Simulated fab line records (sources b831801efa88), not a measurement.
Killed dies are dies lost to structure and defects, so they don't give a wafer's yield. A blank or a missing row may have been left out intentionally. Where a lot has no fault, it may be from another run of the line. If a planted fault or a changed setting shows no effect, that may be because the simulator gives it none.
fab line records    flow sky130
[record] lots = 4  wafers = 12  last-day = 50
route steps=708 shown VIA2@511 METAL3@532 CAPM@537 PAD_OPEN@708
lots that met no fault: taken from a fault-free run of the same line
start-h: hours from the record's first day to the start of the lot's first wafer shown    wait-h: hours from the lot's prior step to this one    " the same as in the row above    L1.1+2: a row that stands for several wafers    - no value, or no start given    * or withheld: withheld    < > ~ a bound
route shown NAME@n: NAME is a module with steps in the file, n the number in the route of the first one    usual: mean/standard deviation of fault-free wafers    same: alike in all rows    chamber/n: place in a boat    sites: per-site readings    _std_site: standard deviation across them    _edge_site: the outer-site mean with the inner-site mean subtracted    radius-mm: how far each site lies from the wafer's centre    mask NAME#n: copy n    behind: the last tool/chamber to shape the wafer    hold: why the lot was held/for how many hours/how that ended    device: whichever transistor did not switch (one of n, p or np)    end of line: tests of these same wafers at the route's end    for a step that has no rows: nothing shown but its recipe    killed: the dies lost at the first sort to structure and to defects; this is not the yield of the wafer    map: the dies of a wafer, with x for killed, . for not killed, _ for no die there
set.NAME: the setting the step ran with; set.NAME@STEP: the setting that earlier step ran with    model.NAME: the simulator's own value behind a step, which no gauge read
lots at some steps of the route; a table a step, a row a wafer
services: a tool's chamber out of use, with start hour (start-h, from the record's first day; less than 0 if before it), hours out, and reason
[[steps]]
[step SKY_VIA2_DEHYDRATE_04]
[recipe] temp-c = 200  time-s = 60
[step SKY_VIA2_HMDS_05]
[recipe] prime-time-s = 60  prime-temp-c = 120
[step SKY_VIA2_COAT_06]
[recipe] resist = BARC  temp-c = withheld  time-s = withheld  spin-rpm = 3000  resist-thk-nm = 60
[step SKY_VIA2_COAT_07]
[recipe] resist = KrF-thick  spin-rpm = 3000  resist-thk-nm = 450
[step SKY_VIA2_SOFTBAKE_08]
[recipe] temp-c = 100  time-s = 90  resist = KrF-thick
[step SKY_VIA2_EXPOSE_09]
[recipe] mask-id = VIM2  na = 0.8  source-shape = annular  sigma-inner = 0.55  sigma-outer = 0.85  target-cd-nm = 200  dose-mj = 38
[step SKY_VIA2_PEB_10]
[recipe] peb-temp-c = withheld  peb-time-s = withheld  resist = KrF-thick
[step SKY_VIA2_DEVELOP_11]
[recipe] develop-time-s = 60  resist = KrF-thick  dev-temp-c = 21
[step SKY_VIA2_ETCH_14]
[recipe] chemistry = N2/H2  target = BARC  ion-energy-ev = 200  source-w = 500  bias-w = 100  pressure-mtorr = 30  n2-flow-sccm = 100  h2-flow-sccm = 200  stop-on = SiO2  time-s = 45.9  target-depth-a = 600
[step SKY_VIA2_ETCH_15]
[recipe] target = SiO2  chemistry = C4F8/O2/Ar  target-depth-nm = 546  stop-on = TiN  mask-material = KrF-thick  source-w = 1500  bias-w = 1200  pressure-mtorr = 40  c4f8-flow-sccm = withheld  O2_flow_sccm = 6  Ar_flow_sccm = 300  time-s = 84
[usual] oes-product-au = 0.939/0.0044
lot.wafer  tool         chamber  start-h  wait-h  oes-product-au  rf-hours-counter-h
L739.3     rie-diel-01  1        925.28   0.0     0.937           26
L739.5     "            1        "        "       0.940           -
L739.6     "            2        "        "       0.932           -
L740.4     rie-diel-01  3        929.03   0.0     0.935           4
L740.5     "            1        "        "       0.936           -
L740.6     "            2        "        "       0.942           -
L746.1     rie-diel-01  2        1000.73  0.0     0.939           20
L746.5     "            3        "        "       0.943           -
L746.6     "            1        "        "       0.936           -
L748.4     rie-diel-03  2        1018.68  0.0     0.937           18
L748.5     "            0        "        "       0.939           -
L748.6     "            3        "        "       0.933           -
[step SKY_VIA2_STRIP_16]
[recipe] chemistry = O2/N2  power-w = 1400  pressure-mtorr = 1500  platen-temp-c = withheld  o2-flow-sccm = 3000  n2-flow-sccm = 300  overash-fraction = 0.5
[step SKY_VIA2_STRIP_17]
[recipe] chemistry = post-etch-residue-remover  time-s = 1200  temp-c = 72.5
[step SKY_VIA2_CLEAN_18]
[recipe] chemistry = IPA  time-s = 180  temp-c = 25
[step SKY_VIA2_CLEAN_19]
[recipe] chemistry = O3/DIW  dry = n2-spin
[step SKY_VIA2_SPUTTER_20]
[recipe] material = TiN  target-thk-nm = 20  chamber-pressure-pa = 5  power-w = 4000  time-s = 80
[step SKY_VIA2_CVD_21]
[recipe] material = W  target-thk-nm = 420  time-s = 126.4  temp-c = 400  pressure-torr = 40
[step SKY_VIA2_CMP_24]
[recipe] stop-on = SiO2  t-overpolish-s = 20  down-force-psi = 3.5  platen-rpm = 60  target-thk-nm = 0  pad-velocity-m-s = 0.94248
[step SKY_METAL3_SPUTTER_00]
[recipe] material = Ti  target-thk-nm = 15  power-w = 3000  time-s = 10  chamber-pressure-pa = 0.4
[step SKY_METAL3_SPUTTER_01]
[recipe] material = TiN  target-thk-nm = 20  power-w = 6500  time-s = 16.7  chamber-pressure-pa = 0.4
[step SKY_METAL3_SPUTTER_02]
[recipe] material = AlCu  target-thk-nm = 735  power-w = 10600  time-s = 39.1  chamber-pressure-pa = 0.4
[step SKY_METAL3_SPUTTER_03]
[recipe] material = Ti  target-thk-nm = 5  power-w = 3000  time-s = 3.3  chamber-pressure-pa = 0.4
[step SKY_METAL3_SPUTTER_04]
[recipe] material = TiN  target-thk-nm = 70  power-w = 6500  time-s = 58.3  chamber-pressure-pa = 0.4
[step SKY_CAPM_CVD_00]
[recipe] material = SiO2  target-thk-nm = 15.5  temp-c = 400  time-s = withheld  rf-w = 450
[step SKY_CAPM_SPUTTER_02]
[recipe] material = TiN  target-thk-nm = 200  temp-c = 300  power-w = 6500  time-s = 166.7  chamber-pressure-pa = 0.4
[step SKY_CAPM_DEHYDRATE_05]
[recipe] temp-c = 200  time-s = 60
[step SKY_CAPM_HMDS_06]
[recipe] prime-time-s = 60  prime-temp-c = 120
[step SKY_CAPM_COAT_07]
[recipe] resist = NOVOLAK  spin-rpm = 3000  resist-thk-nm = 1140
[step SKY_CAPM_SOFTBAKE_08]
[recipe] temp-c = 90  time-s = 60  resist = NOVOLAK
[step SKY_CAPM_EXPOSE_09]
[recipe] mask-id = CAPM  na = 0.6  source-shape = conventional  sigma-outer = 0.6  polarization = unpolarized  target-cd-nm = 1000  dose-mj = 159
[step SKY_CAPM_PEB_10]
[recipe] temp-c = withheld  time-s = *  resist = NOVOLAK
[step SKY_CAPM_DEVELOP_11]
[recipe] resist = NOVOLAK  developer = TMAH  develop-time-s = 60  dev-temp-c = 23
[step SKY_CAPM_METAL_ETCH_13]
[recipe] target-depth-nm = 220  stop-on = SiO2  chemistry = Cl2/BCl3  target = TiN  pressure-mtorr = 10  icp-w = 900  bias-w = 48.5  Cl2_flow_sccm = 60  bcl3-flow-sccm = 30  time-s = 62.9
[step SKY_CAPM_STRIP_14]
[recipe] chemistry = O2/N2  power-w = 1400  pressure-mtorr = 1500  platen-temp-c = withheld  o2-flow-sccm = 3000  n2-flow-sccm = 300  overash-fraction = 0.5
[step SKY_PAD_OPEN_PROBE_99]
[usual] defect-limited-yield = 82.5/1.9  killed_at_M0_to_M3 = 44/7.3  killed_at_M4_up = 3.2/1.8  killed-at-contacts = 24/5.4  killed-at-front-end = 16/4.4  killed-at-other = 0.3/0.48  killed-dies = 86/9.5  killed-open = 47/7.7  killed-short = 39/6.4  sort_bin_3_pad_short = 0.9/0.41  sort_bin_5_function = 10.4/1.5  sort_bin_6_memory = 6.2/1.1  sort-n-pass = 406/9.5  sort-yield-pct = 82.5/1.9
[same] gross-dies = 492  killed-at-back-side = 0  sort_bin_4_leakage[%] = 0  sort_bin_8_speed[%] = 0
lot.wafer  tool       chamber  start-h  wait-h  hold                      defect-limited-yield[%]  killed_at_M0_to_M3  killed_at_M4_up  killed-at-contacts  killed-at-front-end  killed-at-other  killed-dies  killed-open  killed-short  sort_bin_3_pad_short[%]  sort_bin_5_function[%]  sort_bin_6_memory[%]  sort-n-pass  sort-yield-pct[%]  model.etest.tester.sort-n-pass  model.etest.tester.sort-yield-pct  model.etest.tester.sort_bin_5_pct  model.etest.tester.sort_bin_3_pct
L739.3     prober-01  -        1134.50  0.2     await-dispo/1.9h/release  78.5                     75                  2                22                  7                    0                106          36           33            3.9                      11.0                    6.7                   386          78.5               386                             78.46                              10.98                              3.862
L739.5     prober-01  -        1134.60  0.2     await-dispo/1.9h/release  78.5                     74                  4                10                  18                   0                106          40           31            5.1                      11.0                    5.5                   386          78.5               386                             78.46                              10.98                              5.081
L739.6     prober-01  -        1134.65  0.2     await-dispo/1.9h/release  80.5                     67                  1                16                  12                   0                96           35           24            4.1                      9.1                     6.3                   396          80.5               396                             80.49                              9.146                              4.065
L740.4     prober-02  -        1140.09  0.2     await-dispo/1.7h/release  70.9                     106                 4                18                  14                   1                143          40           40            4.9                      17.7                    6.5                   349          70.9               349                             70.94                              17.68                              4.878
L740.5     prober-02  -        1140.14  0.2     await-dispo/1.7h/release  75.2                     69                  3                28                  22                   0                122          49           39            4.3                      13.0                    7.5                   370          75.2               370                             75.2                               13.01                              4.268
L740.6     prober-02  -        1140.19  0.2     await-dispo/1.7h/release  71.1                     85                  3                31                  23                   0                142          60           42            2.4                      17.9                    8.5                   350          71.1               350                             71.14                              17.89                              2.439
L746.1     prober-02  -        1189.79  0.1     -                         82.9                     56                  3                14                  11                   0                84           44           40            0.2                      10.8                    6.1                   408          82.9               408                             82.93                              10.77                              0.2033
L746.5     prober-02  -        1189.99  0.2     -                         81.9                     34                  6                27                  22                   0                89           49           40            0                        11.4                    6.7                   403          81.9               403                             81.91                              11.38                              0
L746.6     prober-02  -        1190.04  0.2     -                         79.5                     55                  0                24                  20                   2                101          53           48            1.6                      11.4                    7.5                   391          79.5               391                             79.47                              11.38                              1.626
L748.4     prober-01  -        1203.44  0.2     -                         81.1                     48                  2                28                  15                   0                93           58           35            1.0                      13.2                    4.7                   399          81.1               399                             81.1                               13.21                              1.016
L748.5     prober-01  -        1203.49  0.2     -                         79.7                     59                  3                22                  16                   0                100          57           43            0.4                      10.8                    9.1                   392          79.7               392                             79.67                              10.77                              0.4065
L748.6     prober-01  -        1203.54  0.2     -                         81.7                     42                  5                27                  16                   0                90           52           38            1.4                      11.4                    5.5                   402          81.7               402                             81.71                              11.38                              1.423
// killed by level:class
L739.3 VIA2:unspecified=37 VIA1:geometric-particle:open=9 VIA2:geometric-particle:open=7 CONTACT:geometric-particle:open=7 METAL2:geometric-particle:short=7 LI_CONTACT:geometric-particle:open=6 CONTACT:geometric-particle:short=4 VIA3:geometric-particle:open=4
L739.5 VIA2:unspecified=35 VIA1:geometric-particle:open=10 VIA3:geometric-particle:open=8 FIELD_ISO:geometric-particle:open=5 VIA3:geometric-particle:short=5 FIELD_ISO:geometric-particle:short=4 LI_CONTACT:geometric-particle:open=4 METAL3:geometric-particle:short=4
L739.6 VIA2:unspecified=37 METAL1:geometric-particle:short=9 VIA1:geometric-particle:open=8 CONTACT:geometric-particle:open=7 LI_CONTACT:geometric-particle:open=5 POLY_GATE:geometric-particle:open=4 VIA2:geometric-particle:open=4 FIELD_ISO:geometric-particle:short=2
L740.4 VIA2:unspecified=63 VIA3:geometric-particle:open=7 VIA2:geometric-particle:open=7 VIA1:geometric-particle:open=6 POLY_GATE:geometric-particle:short=6 METAL2:geometric-particle:short=6 LI_CONTACT:geometric-particle:open=6 CONTACT:geometric-particle:open=6
L740.5 VIA2:unspecified=34 VIA2:geometric-particle:open=9 CONTACT:geometric-particle:open=9 CONTACT:geometric-particle:short=8 VIA1:geometric-particle:open=8 POLY_GATE:geometric-particle:short=7 LI_CONTACT:geometric-particle:open=5 FIELD_ISO:geometric-particle:open=4
L740.6 VIA2:unspecified=40 VIA1:geometric-particle:open=13 CONTACT:geometric-particle:open=11 VIA2:geometric-particle:open=8 LI_CONTACT:geometric-particle:open=7 POLY_GATE:geometric-particle:short=5 LOCAL_INTERCONNECT:geometric-particle:short=5 VIA3:geometric-particle:open=5
L746.1 VIA3:geometric-particle:open=16 VIA1:geometric-particle:open=8 VIA1:geometric-particle:short=7 METAL2:geometric-particle:short=7 CONTACT:geometric-particle:open=6 VIA2:geometric-particle:open=5 FIELD_ISO:geometric-particle:open=4 POLY_GATE:geometric-particle:short=4
L746.5 CONTACT:geometric-particle:open=12 VIA1:geometric-particle:open=9 LI_CONTACT:geometric-particle:open=7 FIELD_ISO:geometric-particle:open=6 VIA1:geometric-particle:short=6 FIELD_ISO:geometric-particle:short=5 POLY_GATE:geometric-particle:short=4 LI_CONTACT:geometric-particle:short=4
L746.6 VIA1:geometric-particle:open=18 CONTACT:geometric-particle:open=8 FIELD_ISO:geometric-particle:short=7 METAL1:geometric-particle:short=6 VIA2:geometric-particle:open=6 FIELD_ISO:geometric-particle:open=5 LI_CONTACT:geometric-particle:open=5 LOCAL_INTERCONNECT:geometric-particle:short=5
L748.4 VIA1:geometric-particle:open=19 VIA3:geometric-particle:open=9 LI_CONTACT:geometric-particle:open=7 LOCAL_INTERCONNECT:geometric-particle:short=7 CONTACT:geometric-particle:open=7 VIA2:geometric-particle:open=7 POLY_GATE:geometric-particle:short=5 SPACER:geometric-particle:short=4
L748.5 METAL1:geometric-particle:short=10 VIA1:geometric-particle:open=9 VIA3:geometric-particle:open=8 CONTACT:geometric-particle:open=7 VIA1:geometric-particle:short=7 POLY_GATE:geometric-particle:open=6 VIA2:geometric-particle:open=6 LI_CONTACT:geometric-particle:open=6
L748.6 CONTACT:geometric-particle:open=11 VIA1:geometric-particle:open=10 VIA2:geometric-particle:open=9 LI_CONTACT:geometric-particle:open=8 POLY_GATE:geometric-particle:short=6 METAL1:geometric-particle:short=5 POLY_GATE:geometric-particle:open=4 LOCAL_INTERCONNECT:geometric-particle:short=4
// map L739.3 (x killed, . not)
__________........x._________
________..........x.x._______
______x............xx.x._____
_____xx..................____
____xx.x.x...x.........x..___
___xxxx.x..x..x..x.x....x.x__
__xxxxx..........xx......x.x_
_xxxxxxx.................x..x
_xxxxxx...................x..
_xxxxxx....x.x.x........x....
_x..x....x..x..............x.
_.xx..x..x....x.......x......
_x..x.x...xx............x....
_.x..x..x...x..x..x.......x..
_...x.xx.......x........x...x
__.........................._
___..................x..x..__
____....xx...........x....___
_____..x...x..xx.....x...____
______...x.....x........_____
________......x.x....._______
__________.......x.._________
// map L740.4 (x killed, . not)
__________.....x...._________
________x..x........x._______
______........x........x_____
_____..x....x............____
____.....x......x.....x.x.___
___.....x.....x......x..x..__
__......x...x.............x._
_.xxx..x........x.......x.x..
_x........x...x.x.........x.x
_xx......x...................
_...x......x.x...x.x........x
_..xx..xx.xxx....x.x.x.......
_.x....x..........x...x.x....
_....x.......xxxxx.x.....x...
_...x..xx.xxxxxxxx.x......xx.
__......x..xxxxxxx...x......_
___..xx...xxxxxxxxxx.......__
____...xx.xxxxxxxxxxx.....___
_____.....xxxxxxxxx.x....____
______..xx.xxxxxxxxx..x._____
________.x...xxxx....._______
__________.x.x..x.x._________
[[services]]
tool         chamber  start-h  hours  kind
rie-diel-01  -        906.66   1.5    repair
rie-diel-01  0        906.69   19.8   repair
rie-diel-03  1        930.45   2.5    repair
rie-diel-01  1        978.80   -      clean
rie-diel-01  1        978.80   -      consumable-replace:showerhead
rie-diel-01  1        978.80   19.7   scheduled-down
rie-diel-01  1        978.80   19.7   vent-cycle
rie-diel-01  0        998.45   -      clean
rie-diel-01  0        998.45   -      consumable-replace:showerhead
rie-diel-01  0        998.45   18.1   scheduled-down
rie-diel-01  0        998.45   18.1   vent-cycle
rie-diel-01  1        1005.26  24.7   repair
[[key]]
[first-sign] step = SKY_PAD_OPEN_PROBE_99  reading = sort_bin_3_pad_short  direction = up  sigmas = 7.8  usual = 0.9  struck = 4.1
[effect] step = SKY_PAD_OPEN_PROBE_99  reading = killed_at_M0_to_M3  direction = up  sigmas = 4.9  usual = 44  struck = 79
[model-effect] step = SKY_PAD_OPEN_PROBE_99  value = etest.tester.sort-n-pass  without = 407.3  struck = 372.8
met-at SKY_VIA2_ETCH_15
struck-wafers L739.3,L739.5,L739.6,L740.4,L740.5,L740.6
[fault] kind = chamber-particle-source  tool = rie-diel-01  chamber = -  onset-h = 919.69  steps = SKY_VIA2_ETCH_15  rate-per-visit-cm2 = 1.8244  end-h = 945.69
